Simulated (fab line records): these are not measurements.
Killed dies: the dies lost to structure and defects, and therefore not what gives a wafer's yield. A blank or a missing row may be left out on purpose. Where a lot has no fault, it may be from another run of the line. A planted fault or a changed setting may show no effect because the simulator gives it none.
Split-lot study	flow sfq line	on a route of 325 steps: 5 lots, 27 wafers read

## THE SPLIT
At SFQ_TRILAYER_M8_DEP_EVAP_196 (material Au, target thk 180 nm, time 900 s), the setting time s was moved away from the recipe's 900 s on 6 of the 27 wafers read, by -26.0% to +54.2%. For the rest of the wafers, this setting stayed at what the recipe calls for.

## SPLIT TO READING: what lies between them in the file, 1 step
- SFQ_M8_RS_MEAS_949: measures by four-point-probe

## THE READING
M8_AU_THK, in nm, at SFQ_M8_THK_MEAS_950 (measures by xrf). Fault-free wafers of this fab line usually give 180.4 nm, standard deviation 2.1 nm.

wafer	tool, chamber at the split	time s as run, s	against the recipe	M8_AU_THK, nm	against lot-mates on the recipe
L077.1	pvd sputter-02, -	900	recipe	179.5	-
L077.2	pvd sputter-02, -	900	recipe	177.5	-
L077.3	pvd sputter-02, -	900	recipe	175.7	-
L077.4	pvd sputter-02, -	900	recipe	178.1	-
L077.5	pvd sputter-02, -	900	recipe	176.9	-
L077.6	pvd sputter-02, -	900	recipe	177.3	-
L079.1	pvd sputter-02, -	900	recipe	180.6	-
L079.2	pvd sputter-02, -	900	recipe	177.8	-
L079.3	pvd sputter-02, -	900	recipe	180.4	-
L079.4	pvd sputter-02, -	900	recipe	180.4	-
L079.5	pvd sputter-02, -	900	recipe	180.1	-
L079.6	pvd sputter-02, -	900	recipe	178.2	-
L080.1	pvd sputter-01, -	900	recipe	179.7	-
L080.2	pvd sputter-01, -	900	recipe	181.7	-
L080.3	pvd sputter-01, -	900	recipe	179.5	-
L080.4	pvd sputter-01, -	1388	+54.2%	278.1	+97.8
L080.5	pvd sputter-01, -	1388	+54.2%	278.9	+98.6
L080.6	pvd sputter-01, -	1388	+54.2%	279.4	+99.1
L081.1	pvd sputter-02, -	900	recipe	180.8	-
L081.2	pvd sputter-02, -	900	recipe	183.9	-
L081.3	pvd sputter-02, -	666.3	-26.0%	135.0	-46.6
L081.4	pvd sputter-02, -	666.3	-26.0%	134.9	-46.7
L081.5	pvd sputter-02, -	900	recipe	180.2	-
L081.6	pvd sputter-02, -	666.3	-26.0%	134.9	-46.7
L084.1	pvd sputter-01, -	900	recipe	180.3	-
L084.2	pvd sputter-01, -	900	recipe	181.2	-
L084.6	pvd sputter-01, -	900	recipe	176.6	-

FIT RESULTS
A straight line over all 27 wafers: M8_AU_THK changes by +1.81 nm for each +1% of time s; r = +1.00; the points scatter about the line by 2 nm.
The same after taking each lot's own level away (the mean of its wafers on the recipe; 27 wafers): +1.81 nm for each +1%; r = +1.00; scatter 1.3 nm.
Per that fit: largest time s move, reading shift of 98 nm.
The lots' own levels span 177.50 to 181.63 nm, that is 2.0 times the standard deviation above.
The two slopes are in agreement: the lot-to-lot level therefore moves the slope only a little.
Check: for one of the wafers moved furthest among these (+54.2%), held out of the fit, the line's prediction against its lot-mates is +98.6 nm. Against them it came out at +97.8 nm.

## FURTHER SPLITS ON THESE WAFERS
These wafers also went through other splits before the reading. Each is held against what the fit with the lots' levels taken away leaves over:
other split on the same wafers	wafers away from the commonest value	r with M8_AU_THK (lot level and that fit taken away)
SFQ_TRILAYER_JJ_TRILAYER_DEP_SPUTTER_110 time s	9	-0.11
SFQ_TRILAYER_R5_BARC_OPEN_METAL_ETCH_177 time s	12	-0.13
SFQ_TRILAYER_A5C_DEP_PECVD_142 time s	9	-0.18
SFQ_TRILAYER_M6_ETCH_METAL_ETCH_162 time s	12	+0.08
SFQ_TRILAYER_M7_DEP_SPUTTER_175 time s	9	+0.11

## THE WHOLE CHAIN: every reading that the file lists as answering this split, in the file's order
step	what it does	reading	change (the file's fit)	r (the file's)
SFQ_TRILAYER_M8_DEP_EVAP_196	material Au, target thk 180 nm, time 900 s	Au_of_TRILAYER_M8_DEP_EVAP_196.thk nm (the simulator's own value, which no gauge read)	+1.82 nm for each +1% of the setting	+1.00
SFQ_M8_RS_MEAS_949	measures by four-point-probe	M8_AU_RS	-0.00121 for each +1% of the setting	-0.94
SFQ_M8_THK_MEAS_950	measures by xrf	M8_AU_THK	+1.81 for each +1% of the setting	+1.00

## FILE'S OWN FIT
M8_AU_THK changes by +1.81 nm for each +1% of time s, r = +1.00.
